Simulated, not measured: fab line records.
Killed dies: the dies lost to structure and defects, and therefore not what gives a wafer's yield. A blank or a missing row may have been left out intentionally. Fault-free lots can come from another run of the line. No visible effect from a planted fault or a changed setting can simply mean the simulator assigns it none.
Which tool did it? :: flow gf180mcu :: 13 lots, 39 wafers sampled, at 2 steps of a route of 602

== WHAT THE GAUGES READ, wafer by wafer ==
GF_M4_THK_MEAS_06: measures by xrf.
lot: L530
measured: day 22 09:59
on: film-metro-03
M4_ALCU_THK (nm): 452 453 458

lot: L531
measured: day 22 16:02
on: film-metro-01
M4_ALCU_THK (nm): 451 449 455

lot: L534
measured: day 23 20:42
on: film-metro-03
M4_ALCU_THK (nm): 456 457 456

lot: L535
measured: day 24 14:30
on: film-metro-03
M4_ALCU_THK (nm): 448 435 440

lot: L536
measured: day 24 21:13
on: film-metro-01
M4_ALCU_THK (nm): 447 446 445

lot: L537
measured: day 24 23:07
on: film-metro-03
M4_ALCU_THK (nm): 445 449 450

lot: L538
measured: day 25 09:46
on: film-metro-03
M4_ALCU_THK (nm): 450 442 445

lot: L541
measured: day 26 05:11
on: film-metro-04
M4_ALCU_THK (nm): 455 452 459

lot: L543
measured: day 27 03:51
on: film-metro-03
M4_ALCU_THK (nm): 442 445 430

lot: L548
measured: day 28 15:47
on: film-metro-03
M4_ALCU_THK (nm): 455 455 448

lot: L549
measured: day 28 23:09
on: film-metro-03
M4_ALCU_THK (nm): 450 452 446

lot: L553
measured: day 29 20:55
on: film-metro-04
M4_ALCU_THK (nm): 443 444 431

lot: L552
measured: day 29 23:34
on: film-metro-03
M4_ALCU_THK (nm): 449 460 447

== TOOL THAT RAN EACH LOT (tool first, then ch and the chambers of the sampled wafers, then the start) ==
lot: L530
GF_M4_SPUTTER_00: pvd-sputter-02, day 22 09:38

lot: L531
GF_M4_SPUTTER_00: pvd-sputter-02, day 22 15:41

lot: L534
GF_M4_SPUTTER_00: pvd-sputter-02, day 23 20:22

lot: L535
GF_M4_SPUTTER_00: pvd-sputter-01, day 24 14:10

lot: L536
GF_M4_SPUTTER_00: pvd-sputter-02, day 24 20:52

lot: L537
GF_M4_SPUTTER_00: pvd-sputter-02, day 24 22:46

lot: L538
GF_M4_SPUTTER_00: pvd-sputter-01, day 25 09:25

lot: L541
GF_M4_SPUTTER_00: pvd-sputter-02, day 26 04:51

lot: L543
GF_M4_SPUTTER_00: pvd-sputter-01, day 27 03:29

lot: L548
GF_M4_SPUTTER_00: pvd-sputter-02, day 28 15:27

lot: L549
GF_M4_SPUTTER_00: pvd-sputter-02, day 28 22:49

lot: L553
GF_M4_SPUTTER_00: pvd-sputter-01, day 29 20:35

lot: L552
GF_M4_SPUTTER_00: pvd-sputter-03, day 29 23:13
- GF_M4_SPUTTER_00: material Ti, target thk 37.5 nm, time 150 s.

== AS READ BY THE TOOLS THEMSELVES (means over the sampled wafers that have a number; for cases with no such wafer, the mark the record gives instead) ==
GF_M4_SPUTTER_00.
lot: L530
tool: pvd-sputter-02
throttle-valve-pct (%): 30.1

lot: L531
tool: pvd-sputter-02
throttle-valve-pct (%): 30.2

lot: L534
tool: pvd-sputter-02
throttle-valve-pct (%): 30.1

lot: L535
tool: pvd-sputter-01
throttle-valve-pct (%): 30.4

lot: L536
tool: pvd-sputter-02
throttle-valve-pct (%): 30.3

lot: L537
tool: pvd-sputter-02
throttle-valve-pct (%): 30.2

lot: L538
tool: pvd-sputter-01
throttle-valve-pct (%): 29.8

lot: L541
tool: pvd-sputter-02
throttle-valve-pct (%): 30.8

lot: L543
tool: pvd-sputter-01
throttle-valve-pct (%): 30.7

lot: L548
tool: pvd-sputter-02
throttle-valve-pct (%): 30.7

lot: L549
tool: pvd-sputter-02
throttle-valve-pct (%): 30.0

lot: L553
tool: pvd-sputter-01
throttle-valve-pct (%): 30.7

lot: L552
tool: pvd-sputter-03
throttle-valve-pct (%): 29.4

== THE ANSWER, worked out from the rows above alone ==
Rule: the usual values come from the lots themselves. The widest of any qualifying gaps counts: lots, ordered by their means at a reading, are off when they make up no more than a third of the lots, leave a main group of 4 or more, and stand apart from it by 3 or more times the standard deviation of that group's means. If all means in a main group match to the digits the tables above print for the reading, that group is not used. A lot without any number at a reading at which 4 lots or more have one is off too. Any other lot the step has rows for is counted as sound. The gauges are gone through in route order, then the tools' own readings, and for those a lot's mean is taken as printed above. At the first step where some lot is off, the reading lying furthest off is the one used; lots without a number count as furthest.
Across all readings shown, no lot is off: no conclusion can be drawn from this.

== WHAT THE SIMULATOR PUT IN ==
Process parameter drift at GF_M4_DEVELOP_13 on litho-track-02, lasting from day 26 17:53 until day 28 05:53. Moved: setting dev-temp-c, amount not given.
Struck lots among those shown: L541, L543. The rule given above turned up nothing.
